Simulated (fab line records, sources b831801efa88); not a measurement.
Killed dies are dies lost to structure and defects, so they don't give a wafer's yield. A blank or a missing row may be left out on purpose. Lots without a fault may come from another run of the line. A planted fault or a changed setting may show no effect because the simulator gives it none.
Which tool did it? | flow gf180mcu | 14 lots, 42 wafers sampled, at 3 steps of a route of 602

WHAT THE GAUGES READ, wafer by wafer
GF_TOP_METAL_CD_MEAS_14: target cd 440 nm.
lot  | measured     | on        | cd_nm (nm)
L471 | day 27 22:59 | cd_sem-01 | 438.4 436.5 435.7
L472 | day 28 01:58 | cd_sem-01 | 439.0 440.1 438.8
L474 | day 28 21:59 | cd_sem-01 | 440.1 439.2 439.5
L475 | day 29 13:38 | cd_sem-01 | 440.6 441.7 441.8
L476 | day 29 15:46 | cd_sem-02 | 439.2 443.0 442.4
L478 | day 30 06:37 | cd_sem-02 | 440.2 440.3 443.4
L479 | day 30 12:08 | cd_sem-02 | 440.2 441.4 443.0
L482 | day 31 10:58 | cd_sem-02 | 438.4 437.1 439.8
L483 | day 31 13:49 | cd_sem-02 | 444.5 442.9 445.8
L484 | day 31 20:34 | cd_sem-02 | 436.3 435.2 437.4
L487 | day 33 07:08 | cd_sem-02 | 445.0 443.1 444.9
L486 | day 32 17:26 | cd_sem-01 | 438.0 437.2 439.1
L489 | day 33 05:04 | cd_sem-01 | 439.8 441.0 440.0
L490 | day 33 09:49 | cd_sem-02 | 441.8 442.1 442.3

WHICH TOOL RAN EACH LOT (tool, then ch and the chambers of the sampled wafers, then the start)
lot  | GF_SALICIDE_SPUTTER_02       | GF_TOP_METAL_SPUTTER_00
L471 | pvd_sputter-03, day 14 22:19 | pvd_sputter-03, day 27 03:04
L472 | pvd_sputter-04, day 15 05:34 | pvd_sputter-04, day 27 05:46
L474 | pvd_sputter-03, day 15 22:40 | pvd_sputter-01, day 28 02:22
L475 | pvd_sputter-03, day 16 12:57 | pvd_sputter-01, day 28 18:32
L476 | pvd_sputter-03, day 16 21:58 | pvd_sputter-01, day 28 20:59
L478 | pvd_sputter-04, day 17 13:29 | pvd_sputter-03, day 29 12:41
L479 | pvd_sputter-01, day 17 20:13 | pvd_sputter-03, day 29 17:17
L482 | pvd_sputter-04, day 19 06:23 | pvd_sputter-04, day 30 17:22
L483 | pvd_sputter-03, day 19 09:46 | pvd_sputter-04, day 30 20:46
L484 | pvd_sputter-03, day 19 15:37 | pvd_sputter-03, day 31 03:25
L487 | pvd_sputter-01, day 20 22:19 | pvd_sputter-01, day 32 14:29
L486 | pvd_sputter-04, day 21 00:44 | pvd_sputter-03, day 32 00:34
L489 | pvd_sputter-03, day 21 17:27 | pvd_sputter-04, day 32 12:50
L490 | pvd_sputter-03, day 21 22:10 | pvd_sputter-01, day 32 18:05
- GF_SALICIDE_SPUTTER_02: material Co, target thk 10 nm, time 20 s.
- GF_TOP_METAL_SPUTTER_00: material Ti, target thk 37.5 nm, time 150 s.

WHAT THE TOOLS THEMSELVES READ (means of the sampled wafers that have a number; where no wafer has one, the mark that the record gives instead)
GF_SALICIDE_SPUTTER_02.
lot  | tool           | throttle_valve_pct (%)
L471 | pvd_sputter-03 | 29.6
L472 | pvd_sputter-04 | 29.2
L474 | pvd_sputter-03 | 29.0
L475 | pvd_sputter-03 | 29.8
L476 | pvd_sputter-03 | 29.3
L478 | pvd_sputter-04 | 29.6
L479 | pvd_sputter-01 | 30.1
L482 | pvd_sputter-04 | 29.4
L483 | pvd_sputter-03 | 30.0
L484 | pvd_sputter-03 | 29.1
L487 | pvd_sputter-01 | 30.0
L486 | pvd_sputter-04 | 29.5
L489 | pvd_sputter-03 | 30.1
L490 | pvd_sputter-03 | 30.1

GF_TOP_METAL_SPUTTER_00.
lot  | tool           | throttle_valve_pct (%)
L471 | pvd_sputter-03 | 29.7
L472 | pvd_sputter-04 | 29.5
L474 | pvd_sputter-01 | 30.3
L475 | pvd_sputter-01 | 30.2
L476 | pvd_sputter-01 | 29.9
L478 | pvd_sputter-03 | 29.6
L479 | pvd_sputter-03 | 29.2
L482 | pvd_sputter-04 | 29.0
L483 | pvd_sputter-04 | 29.3
L484 | pvd_sputter-03 | 29.6
L487 | pvd_sputter-01 | 29.9
L486 | pvd_sputter-03 | 29.9
L489 | pvd_sputter-04 | 29.1
L490 | pvd_sputter-01 | 30.2

THE ANSWER, worked out from the rows above alone
Rule: what is usual is taken from the lots themselves. Put in order of their means at a reading, lots are off if they are a third of the lots or fewer, leave a main group of 4 or more, and stand apart from it by a gap of 3 or more times the standard deviation of the main group's means; of several such gaps the widest counts. A main group whose means are all the same, to the digits that the tables above print for the reading, isn't used. A lot without any number at a reading at which 4 lots or more have one is off too. The other lots that the step has rows for count as sound. The gauges are gone through in route order, then the tools' own readings, and for those a lot's mean is taken as printed above. The first step at which some lot is off is used, and at that step the reading that is off furthest; a lot without a number counts as furthest.
No lot is off at any reading shown: from this, nothing can be told.

WHAT THE SIMULATOR HAD PUT IN
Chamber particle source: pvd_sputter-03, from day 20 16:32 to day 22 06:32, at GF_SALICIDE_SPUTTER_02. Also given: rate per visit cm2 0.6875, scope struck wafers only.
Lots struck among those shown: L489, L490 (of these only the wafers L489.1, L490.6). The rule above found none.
